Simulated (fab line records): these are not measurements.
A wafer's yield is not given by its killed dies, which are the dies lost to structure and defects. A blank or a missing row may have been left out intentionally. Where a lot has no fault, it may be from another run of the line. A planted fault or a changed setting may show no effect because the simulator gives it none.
fab line records	flow sfq_line
record: lots: 6	wafers: 18	last_day: 80
route steps=325 shown M6@265 I6@266
lots that met no fault: from a run of the same line without faults
start_h: hours from the record's opening day to when the first of the lot's shown wafers began	wait_h: hours elapsed since this lot's preceding step	" identical to the entry in the row above	L1.1+2: a single row standing in for several wafers	- no value, or no start given	* or withheld: withheld	< > ~ a bound
route shown NAME@n: a module of which the file shows steps, and the number in the route of the first	usual: mean and standard deviation over wafers with no fault	same: alike in all rows	chamber/n: place in a boat	sites: readings site by site	_std_site: standard deviation of those values	_edge_site: mean of outer sites minus mean of inner sites	radius_mm: how far each site lies from the wafer's centre	mask NAME#n: copy n	behind: tool/chamber where the wafer was last shaped	hold: the reason the lot was held/the length of the hold in hours/how it ended	device: names the non-switching transistor (n, p or np)	end of line: the same wafers' tests at the end of the route	a step given without rows: its recipe and nothing more	killed: the dies lost at the first sort to structure and to defects; this is not the yield of the wafer	map: a wafer's dies, marking killed ones x, the rest . and places with no die _
set.NAME: the setting the step ran with; set.NAME@STEP: the setting that earlier step ran with	model.NAME: the simulator's own value behind a step, which no gauge read
lots at selected steps of the route; one table per step, one row per wafer
services: from which hour (start_h, from the record's first day; less than 0 if before it) a tool's chamber was out of use, for how many hours, and why
== steps ==
step: SFQ_TRILAYER_M6_STRIP_SOLV_CLEAN_164
recipe: chemistry: NMP	temp_c: 70	time_s: 600
step: SFQ_TRILAYER_I6_DEP_PECVD_165
recipe: material: SiO2	temp_c: 150	time_s: 111.11	pressure_torr: 2.4	rf_w: 183.3	precursor: SiH4/N2O	target_thk_nm: 500
usual: heater_power_w: 82/16	throttle_valve_pct: 24.3/0.42
lot.wafer	tool	chamber	start_h	wait_h	heater_power_w	throttle_valve_pct
L500.1	pecvd-04	0	1531.13	0.0	79	24.7
L500.5	"	1	"	"	110	23.8
L500.6	"	2	"	"	81	24.0
L503.1	pecvd-02	0	1545.62	0.0	80	24.3
L503.2	"	1	"	"	64	24.2
L503.5	"	2	"	"	67	24.6
L506.1	pecvd-02	0	1551.62	0.0	79	24.7
L506.2	"	1	"	"	62	24.4
L506.6	"	2	"	"	70	25.0
L515.1	pecvd-04	2	1650.62	0.0	76	24.6
L515.2	"	0	"	"	81	24.6
L515.4	"	2	"	"	77	24.4
L517.1	pecvd-02	2	1662.62	0.0	71	24.9
L517.4	"	2	"	"	58	25.0
L517.6	"	0	"	"	86	24.7
L520.1	pecvd-03	2	1675.82	0.0	113	24.5
L520.3	"	1	"	"	77	24.4
L520.5	"	2	"	"	96	24.4
step: SFQ_TRILAYER_I6_CMP_CMP_166
recipe: material: SiO2	down_force_psi: 3	platen_rpm: 60	pad_velocity_m_s: 0.94248
usual: motor_current_A: 9.9/0.51	slurry_filter_dp_kPa: 13.51/0.12	time_to_endpoint_s: 216/9.6
lot.wafer	tool	chamber	start_h	wait_h	motor_current_A	slurry_filter_dp_kPa	time_to_endpoint_s
L500.1	cmp-02	1	1558.26	27.1	9.8	13.42	220
L500.5	"	2	"	"	9.5	13.48	219
L500.6	"	3	"	"	10.1	13.46	219
L503.2	cmp-02	0	1572.26	26.6	9.3	13.59	216
L503.1	"	2	1573.26	27.6	9.8	13.43	216
L503.5	"	0	1574.26	28.6	9.4	13.51	218
L506.1	cmp-01	0	1575.11	23.5	9.6	13.50	202
L506.2	"	3	1576.61	25.0	11.0	13.66	209
L506.6	"	1	1577.61	25.9	10.3	13.39	195
L515.4	cmp-02	3	1651.20	0.5	9.9	13.39	220
L515.1	"	0	"	"	9.3	13.50	217
L515.2	"	1	"	"	9.7	13.38	231
L517.4	cmp-01	3	1663.20	0.5	10.7	13.51	227
L517.1	"	1	1664.20	1.5	10.2	13.55	204
L517.6	"	2	"	"	10.7	13.40	221
L520.1	cmp-01	2	1677.12	1.3	10.6	13.27	222
L520.3	"	0	1678.12	2.3	9.5	13.53	212
L520.5	"	1	"	"	10.4	13.84	205
step: SFQ_I6_BOW_MEAS_941
recipe: mode: bow
usual: I6_BOW: 10/12
lot.wafer	tool	chamber	start_h	wait_h	I6_BOW[um]
L500.1	film_metro-01	-	1559.76	1.0	18
L500.5	"	-	"	"	17
L500.6	"	-	"	"	17
L503.1	film_metro-02	-	1574.76	1.0	6
L503.2	"	-	"	"	12
L503.5	"	-	"	"	29
L506.1	film_metro-01	-	1578.11	2.5	32
L506.2	"	-	"	"	17
L506.6	"	-	"	"	16
L515.1	film_metro-01	-	1653.70	1.5	27
L515.2	"	-	"	"	28
L515.4	"	-	"	"	12
L517.1	film_metro-02	-	1665.70	1.0	23
L517.4	"	-	"	"	6
L517.6	"	-	"	"	20
L520.1	film_metro-01	-	1679.62	2.0	-1
L520.3	"	-	"	"	14
L520.5	"	-	"	"	9
step: SFQ_TRILAYER_I6_METRO_MEASURE_167
usual: thk_nm: 200.1/1.4
lot.wafer	tool	chamber	start_h	wait_h	thk_nm
L500.1	film_metro-01	-	1559.88	0.1	201.6
L500.5	"	-	"	"	199.2
L500.6	"	-	"	"	199.2
L503.1	film_metro-02	-	1574.88	0.1	199.7
L503.2	"	-	"	"	201.5
L503.5	"	-	"	"	202.2
L506.1	film_metro-01	-	1578.23	0.1	200.3
L506.2	"	-	"	"	201.4
L506.6	"	-	"	"	197.7
L515.1	film_metro-01	-	1653.82	0.1	201.1
L515.2	"	-	"	"	201.1
L515.4	"	-	"	"	199.0
L517.1	film_metro-02	-	1665.82	0.1	198.8
L517.4	"	-	"	"	202.6
L517.6	"	-	"	"	201.3
L520.1	film_metro-01	-	1679.74	0.1	199.3
L520.3	"	-	"	"	201.4
L520.5	"	-	"	"	197.6
step: SFQ_TRILAYER_I6_VIA_LITHO_COAT_174
recipe: resist: BARC	spin_rpm: 3000	resist_thk_nm: 62
step: SFQ_TRILAYER_I6_VIA_LITHO_COAT_169
recipe: resist: KrF	spin_rpm: 3000	resist_thk_nm: 650
step: SFQ_TRILAYER_I6_VIA_LITHO_SOFTBAKE_173
recipe: temp_c: withheld	time_s: withheld	resist: KrF
step: SFQ_TRILAYER_I6_VIA_LITHO_EXPOSE_170
recipe: mask_id: I6	na: 0.6	source_shape: conventional	sigma_outer: 0.65	target_cd_nm: 700	dose_mj: 21.3
step: SFQ_TRILAYER_I6_VIA_LITHO_PEB_172
recipe: peb_temp_c: 115	peb_time_s: 60	resist: KrF
step: SFQ_TRILAYER_I6_VIA_LITHO_DEVELOP_171
recipe: time_s: 60	resist: KrF
step: SFQ_I6_OVL_MEAS_942
usual: I6_OVL: -2/5.6
lot.wafer	tool	chamber	start_h	wait_h	I6_OVL[nm]
L500.1	overlay-02	-	1564.78	0.1	9
L500.5	"	-	"	"	12
L500.6	"	-	"	"	6
L503.1	overlay-01	-	1578.53	0.1	1
L503.2	"	-	"	"	3
L503.5	"	-	"	"	0
L506.1	overlay-02	-	1583.13	0.1	-9
L506.2	"	-	"	"	-10
L506.6	"	-	"	"	-14
L515.1	overlay-01	-	1659.23	0.1	-3
L515.2	"	-	"	"	-4
L515.4	"	-	"	"	0
L517.1	overlay-01	-	1672.43	0.1	-12
L517.4	"	-	"	"	-5
L517.6	"	-	"	"	-10
L520.1	overlay-02	-	1685.63	0.1	-8
L520.3	"	-	"	"	-4
L520.5	"	-	"	"	-9
step: SFQ_TRILAYER_I6_VIA_BARC_OPEN_VIA_ETCH_235
recipe: mask_material: PR	chemistry: O2	target_depth_nm: 125	target: BARC	source_w: 500	bias_w: 80	pressure_mtorr: 30	time_s: 41.7
usual: drypump_motor_current_A: 5.8/0.4	oes_product_au: 0.685/0.005
lot.wafer	tool	chamber	start_h	wait_h	drypump_motor_current_A	oes_product_au	rf_hours_counter_h	model.KrF_of_TRILAYER_I6_VIA_LITHO_COAT_169.thk_nm
L500.1	rie_diel-03	3	1564.81	0.0	5.8	0.681	4	570.9
L500.5	"	3	"	"	5.8	0.689	-	571.5
L500.6	"	2	"	"	5.7	0.679	-	572.2
L503.1	rie_diel-03	2	1578.57	0.0	5.7	0.684	9	535.1
L503.2	"	1	"	"	5.4	0.687	22	536.2
L503.5	"	2	"	"	5.7	0.686	-	534.2
L506.1	rie_diel-03	0	1583.16	0.0	4.8	0.685	22	536.8
L506.2	"	1	"	"	5.4	0.694	23	537.9
L506.6	"	1	"	"	5.4	0.678	-	537.4
L515.1	rie_diel-01	1	1659.26	0.0	5.8	0.680	14	568.2
L515.2	"	3	"	"	6.2	0.683	8	568.9
L515.4	"	2	"	"	5.8	0.689	10	571.3
L517.1	rie_diel-04	1	1672.46	0.0	6.6	0.690	15	572.3
L517.4	"	0	"	"	5.7	0.673	18	572
L517.6	"	0	"	"	5.7	0.679	-	575.1
L520.1	rie_diel-04	2	1685.66	0.0	6.0	0.689	8	567.7
L520.3	"	3	"	"	5.3	0.683	13	570.4
L520.5	"	1	"	"	6.6	0.682	-	574.5
step: SFQ_TRILAYER_I6_VIA_ETCH_VIA_ETCH_172
recipe: target: SiO2	stop_on: Nb	mask_material: PR	taper_deg: 20	chemistry: CHF3	target_depth_nm: 260	source_w: 500	bias_w: 80	pressure_mtorr: 30	time_s: withheld
usual: drypump_motor_current_A: 5.8/0.4	oes_product_au: 0.854/0.005
lot.wafer	tool	chamber	start_h	wait_h	drypump_motor_current_A	oes_product_au	model.KrF_of_TRILAYER_I6_VIA_LITHO_COAT_169.thk_nm
L500.1	rie_diel-03	3	1564.85	0.0	5.8	0.848	525.8
L500.5	"	3	"	"	5.8	0.855	526.2
L500.6	"	2	"	"	5.7	0.853	527.3
L503.1	rie_diel-03	2	1578.61	0.0	5.7	0.854	490.5
L503.2	"	1	"	"	5.4	0.854	492.8
L503.5	"	2	"	"	5.7	0.862	489.6
L506.1	rie_diel-03	0	1583.20	0.0	4.8	0.851	492.2
L506.2	"	1	"	"	5.4	0.853	494.1
L506.6	"	1	"	"	5.4	0.845	493.7
L515.1	rie_diel-01	1	1659.30	0.0	5.8	0.862	521.5
L515.2	"	3	"	"	6.2	0.855	524.1
L515.4	"	2	"	"	5.8	0.851	525.7
L517.1	rie_diel-04	1	1672.50	0.0	6.6	0.860	527.8
L517.4	"	0	"	"	5.7	0.866	528.8
L517.6	"	0	"	"	5.7	0.856	531.4
L520.1	rie_diel-04	2	1685.70	0.0	6.0	0.855	522
L520.3	"	3	"	"	5.3	0.858	525.6
L520.5	"	1	"	"	6.6	0.847	529.6
step: SFQ_TRILAYER_I6_VIA_STRIP_STRIP_173
recipe: gas: O2	power_w: 200	platen_temp_c: 40	overash_fraction: 0.65	chemistry: O2	pressure_mtorr: 50
usual: drypump_motor_current_A: 5.3/0.41	oes_product_au: 1.007/0.013
lot.wafer	tool	chamber	start_h	wait_h	drypump_motor_current_A	oes_product_au	rf_hours_counter_h
L500.1	rie_metal-03	1	1564.97	-	5.4	1.014	7
L500.5	"	0	"	"	5.3	0.993	-
L500.6	"	1	"	"	5.4	1.027	-
L503.1	rie_metal-02	0	1578.72	-	5.8	1.013	96
L503.2	"	1	"	"	5.9	1.009	52
L503.5	"	0	"	"	5.7	1.012	-
L506.1	rie_metal-04	1	1583.32	-	4.8	0.990	44
L506.2	"	0	"	"	5.1	1.010	26
L506.6	"	0	"	"	5.1	1.012	-
L515.1	rie_metal-04	1	1659.42	-	4.8	1.000	58
L515.2	"	0	"	"	5.1	1.012	40
L515.4	"	1	"	"	4.8	1.007	-
L517.1	rie_metal-04	1	1672.62	-	4.9	1.012	60
L517.4	"	1	"	"	4.9	1.019	-
L517.6	"	0	"	"	5.1	1.024	-
L520.1	rie_metal-02	0	1685.82	-	5.8	1.011	113
L520.3	"	0	"	"	5.8	1.022	-
L520.5	"	0	"	"	5.8	1.026	-
== services ==
tool	chamber	start_h	hours	kind
cmp-02	-	1513.24	0.9	repair
rie_diel-04	0	1525.11	2.0	repair
cmp-01	-	1527.78	17.3	pm
rie_metal-04	0	1528.84	5.5	repair
film_metro-02	-	1554.55	0.7	pm
rie_diel-03	0	1556.52	8.0	repair
rie_metal-04	-	1577.31	2.8	pm
pecvd-02	-	1599.15	1.5	repair
rie_diel-03	1	1600.01	-	clean
rie_diel-03	1	1600.01	-	consumable_replace:esc
cmp-01	-	1602.11	4.0	pm
film_metro-02	-	1607.40	1.5	pm
rie_diel-01	-	1610.53	0.6	repair
film_metro-02	-	1616.53	0.7	pm
film_metro-01	-	1618.31	0.5	pm
rie_diel-01	0	1620.70	3.9	repair
cmp-02	-	1628.91	1.1	repair
rie_diel-04	3	1642.58	6.8	repair
pecvd-03	-	1657.99	5.5	pm
rie_diel-03	-	1659.97	1.6	repair
rie_diel-01	0	1665.31	5.8	repair
rie_metal-03	-	1666.10	0.6	repair
cmp-01	-	1666.31	4.3	repair
film_metro-02	-	1675.13	0.4	pm
== key ==
first_sign none at tools or gauges
model_effect: step: SFQ_TRILAYER_I6_VIA_BARC_OPEN_VIA_ETCH_235	value: KrF_of_TRILAYER_I6_VIA_LITHO_COAT_169.thk_nm	without: 570.4	struck: 536.3
model_effect: step: SFQ_TRILAYER_I6_VIA_ETCH_VIA_ETCH_172	value: KrF_of_TRILAYER_I6_VIA_LITHO_COAT_169.thk_nm	without: 526.3	struck: 492.1
met_at SFQ_TRILAYER_I6_VIA_BARC_OPEN_VIA_ETCH_235
struck_wafers L503.1,L503.2,L503.5,L506.1,L506.2,L506.6
onset_between 1564.81 1578.57
fault: kind: process_parameter_drift	tool: rie_diel-03	chamber: -	onset_h: 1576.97	steps: SFQ_TRILAYER_I6_VIA_BARC_OPEN_VIA_ETCH_235	channel: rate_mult	offset: 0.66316	shape: step	end_h: 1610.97
